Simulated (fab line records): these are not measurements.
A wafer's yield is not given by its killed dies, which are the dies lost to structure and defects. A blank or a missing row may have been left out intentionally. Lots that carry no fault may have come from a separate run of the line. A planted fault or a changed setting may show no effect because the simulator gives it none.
8D (eight disciplines) problem report, filled in by code || flow gf180mcu || the parts of the form that need people (team, actions taken, sign-off) are left out

1. THE ISSUE
Wafers without a fault read 89.02 s, standard deviation 0.19; runLengthS at GF_M4_SOFTBAKE_10 reads a mean of 95.00 s on 2 wafers belonging to 2 lots. That puts it +31 standard deviations away from the usual mean.
The step: time 60 s.
First seen on wafer L508.2, day 28 13:01, on lithoTrack-01. At this step, 38 wafers from 13 lots have a number in the record. Rule for "out" (also "out of limits"): further than 4 standard deviations from the usual mean. All remaining wafers that have a number are taken as sound.

2. WHAT IT IS AND WHAT IT IS NOT
{"question": "which readings at this step", "is": "runLengthS", "is not": "heaterPowerTotalW"}
{"question": "which lots", "is": "L508, L511", "is not": "L491, L492, L494, L495, L496, L497, L498, L499, L500, L504, L514"}
{"question": "which wafers of those lots", "is": "L508.2, L511.2", "is not": "L508.3, L508.5, L511.3"}
{"question": "read on which tools", "is": "lithoTrack-01", "is not": "lithoTrack-02, lithoTrack-03"}
{"question": "when", "is": "from day 28 13:01", "is not": "up to then (32 sound wafers); but 4 sound wafers of L511, L514 came after"}

3. SUSPECTS, AND WHAT RULES EACH OUT
Counting: a tool at a process step up to the reading stays a suspect if it ran every lot that is out. Sound lots after the first of them don't rule it out here, since some wafers of a struck lot are sound.
- rieDiel-01 at GF_V3_ETCH_17 (etches SiO2 in C4F8/O2/Ar, stops on TiN, target depth 635 nm): kept. It ran every lot that is out, first L508 (day 28 02:57); its last sound lot up to then is L504 (day 26 17:15). With no start given for some of its lots, GF_V3_ETCH_17 uses the hours and lot order of GF_V3_SPUTTER_22.
- pvdSputter-03 at GF_V3_SPUTTER_22 (material TiN, target thk 10 nm, time 40 s): kept. It ran every lot that is out, first L508 (day 28 02:57); its last sound lot up to then is L498 (day 24 12:07).
- pvdSputter-01 at GF_M4_SPUTTER_00 (material Ti, target thk 37.5 nm, time 150 s): kept. It ran every lot that is out, first L508 (day 28 03:35); its last sound lot up to then is L504 (day 26 17:53).
- lithoTrack-01 at GF_M4_SOFTBAKE_10 (time 60 s): kept. It ran every lot that is out, first L508 (day 28 13:01); its last sound lot up to then is L504 (day 27 04:32). Its own readings are out on those wafers: runLengthS.
Left after counting: rieDiel-01 at GF_V3_ETCH_17, pvdSputter-03 at GF_V3_SPUTTER_22, pvdSputter-01 at GF_M4_SPUTTER_00, lithoTrack-01 at GF_M4_SOFTBAKE_10.

4. THE CAUSE (what the simulator had put in)
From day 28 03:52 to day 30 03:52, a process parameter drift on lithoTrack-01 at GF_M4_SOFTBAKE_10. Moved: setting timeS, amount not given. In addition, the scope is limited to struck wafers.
This tool is one of the 4 suspects left after counting.

5. THE CHAIN OF EFFECTS, in route order
Each row: a reading where the mean over the struck wafers with a number is more than 3 standard deviations away from the usual. Only readings for which the record gives a usual standard deviation are gone through. hours: the time from each lot's start at the first step in this table that gives one to its start at this step, as a median over the lots. sigmas: the change in usual standard deviations.
{"hours": 0, "step": "GF_M4_SOFTBAKE_10", "reading": "runLengthS", "usual": "89.02 s", "on struck wafers": 95.00, "change": "+5.98", "sigmas": "+31"}
Process steps it contains:
- GF_M4_SOFTBAKE_10: time 60 s.

6. WHAT WOULD HAVE CAUGHT IT SOONER
9 hours passed between the start of the fault at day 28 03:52 and the first reading out of limits in this record, taken at day 28 13:01.
